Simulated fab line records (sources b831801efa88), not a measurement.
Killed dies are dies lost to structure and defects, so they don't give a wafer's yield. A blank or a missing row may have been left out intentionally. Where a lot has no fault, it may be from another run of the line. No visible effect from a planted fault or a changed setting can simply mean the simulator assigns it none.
Matching of chambers + flow gf180mcu + 3 sister chambers for GF_CONTACT_CVD_02 on pecvd-01
The step deposits SiO2 from TEOS, target thk 860 nm, time 95.992 s. 20 wafers are shown with their chamber, then 10 later ones without.

WAFERS WITH THEIR CHAMBER
| wafer  | chamber | heater_power_w (W) | heater_power_outer_w (W) | susceptor_temp_C (C) |
|--------|---------|--------------------|--------------------------|----------------------|
| L678.1 | 1       | 516                | 299                      | 399.96               |
| L678.2 | 0       | 692                | 419                      | 400.14               |
| L678.3 | 2       | 487                | 237                      | 400.04               |
| L680.2 | 1       | 533                | 303                      | 400.15               |
| L680.5 | 2       | 567                | 298                      | 400.38               |
| L680.6 | 0       | 741                | 444                      | 399.79               |
| L684.3 | 0       | 732                | 441                      | 400.39               |
| L684.4 | 0       | 754                | 463                      | 400.27               |
| L684.6 | 1       | 480                | 262                      | 399.94               |
| L686.1 | 2       | 531                | 270                      | 399.97               |
| L686.2 | 0       | 677                | 392                      | 400.11               |
| L686.3 | 1       | 503                | 282                      | 399.80               |
| L689.1 | 1       | 598                | 365                      | 399.72               |
| L689.3 | 2       | 541                | 273                      | 399.97               |
| L689.5 | 1       | 483                | 271                      | 400.17               |
| L691.3 | 0       | 656                | 380                      | 400.20               |
| L691.4 | 2       | 447                | 200                      | 399.95               |
| L691.6 | 2       | 472                | 248                      | 399.83               |
| L694.1 | 2       | 553                | 289                      | 399.96               |
| L694.4 | 2       | 443                | 209                      | 400.44               |

SIGNATURES (averages over the wafers above)
| reading              | chamber 0 | chamber 1 | chamber 2 | scatter within a chamber |
|----------------------|-----------|-----------|-----------|--------------------------|
| heater_power_w       | 708.67    | 518.83    | 505.12    | 44.7                     |
| heater_power_outer_w | 423.17    | 297.00    | 253.00    | 35.2                     |
| susceptor_temp_C     | 400.1500  | 399.9567  | 400.0675  | 0.204                    |
Rule: for each reading, subtract the chamber's mean from the wafer's reading, divide by that reading's scatter and square the result; add these up over the readings and take the root, which gives the wafer's distance from the chamber. If the next closest chamber is less than 2 further off than the closest, the wafer can't be placed; otherwise it belongs to the closest. The scatter: take each reading less its chamber's mean, square it, sum over the shown wafers, divide by the number of wafers less the number of chambers, and take the root.

WAFERS MISSING THEIR CHAMBER
| wafer  | heater_power_w (W) | heater_power_outer_w (W) | susceptor_temp_C (C) |
|--------|--------------------|--------------------------|----------------------|
| L694.5 | 733                | 455                      | 400.27               |
| L695.4 | 545                | 286                      | 399.77               |
| L695.5 | 556                | 312                      | 399.92               |
| L695.6 | 703                | 414                      | 400.11               |
| L698.1 | 514                | 267                      | 400.06               |
| L698.3 | 666                | 389                      | 399.95               |
| L698.6 | 719                | 423                      | 399.66               |
| L699.1 | 680                | 417                      | 399.95               |
| L699.3 | 560                | 304                      | 399.82               |
| L699.4 | 712                | 423                      | 400.05               |

WHICH CHAMBER EACH WENT THROUGH
| wafer  | from the rows above     | in truth |
|--------|-------------------------|----------|
| L694.5 | 0                       | 0        |
| L695.4 | can't be placed: 1 or 2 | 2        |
| L695.5 | can't be placed: 1 or 2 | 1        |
| L695.6 | 0                       | 0        |
| L698.1 | can't be placed: 2 or 1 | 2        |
| L698.3 | 0                       | 0        |
| L698.6 | 0                       | 0        |
| L699.1 | 0                       | 0        |
| L699.3 | can't be placed: 1 or 2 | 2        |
| L699.4 | 0                       | 0        |
Correctly placed: 6 of 10. Unplaceable from these rows: 4, with the true chamber sitting among the candidates in 4. Wrongly placed: 0.
